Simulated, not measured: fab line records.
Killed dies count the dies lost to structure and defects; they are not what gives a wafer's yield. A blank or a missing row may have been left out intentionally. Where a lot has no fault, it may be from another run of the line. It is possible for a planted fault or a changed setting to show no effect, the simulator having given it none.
Matching of chambers -- flow sfq-line -- cmp-01 running SFQ_TRILAYER_I3_CMP_CMP_082: 4 sister chambers
The step polishes SiO2. 8 wafers are shown with their chamber, then 8 later ones without.

## EACH WAFER AND ITS CHAMBER
wafer,chamber,motor-current-A (A),slurry-filter-dp-kPa (kPa)
L823.6,0,9.9,13.45
L830.4,1,9.7,13.72
L830.5,2,10.5,13.61
L830.6,3,10.4,13.17
L837.1,3,10.4,13.40
L837.4,2,11.1,13.64
L837.5,0,9.7,13.36
L836.4,1,9.6,13.39

## WAFERS WITH NO CHAMBER GIVEN
wafer,motor-current-A (A),slurry-filter-dp-kPa (kPa)
L836.5,9.6,13.53
L836.6,9.4,13.40
L841.1,10.1,13.42
L841.3,11.0,13.75
L841.6,10.1,13.68
L844.4,10.6,13.29
L844.5,9.7,13.52
L844.6,10.5,13.50

## EACH ONE'S CHAMBER
wafer,from the rows above,in truth
L836.5,can't be placed: 1 or 0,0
L836.6,can't be placed: 1 or 0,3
L841.1,can't be placed: 0 or 3 or 1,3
L841.3,2,2
L841.6,can't be placed: 1 or 0 or 3 or 2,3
L844.4,can't be placed: 3 or 2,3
L844.5,can't be placed: 1 or 0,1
L844.6,can't be placed: 3 or 2 or 0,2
1 of 8 placed correctly. Not placeable from these rows: 7 (in 6, the candidates include the true chamber). 0 placed wrongly.
How it was worked out, from the rows above alone: a wafer's distance from a chamber is the root of the sum, over the readings, of the square of ((its reading less the chamber's mean) divided by the reading's scatter). If the next closest chamber is less than 2 further off than the closest, the wafer can't be placed; otherwise it belongs to the closest. For every chamber, the mean is computed from those of its wafers that are shown. How the scatter is found: for the shown wafers, subtract from each reading the mean of its chamber, square and add these, divide the total by (wafers less chambers), then take the root.
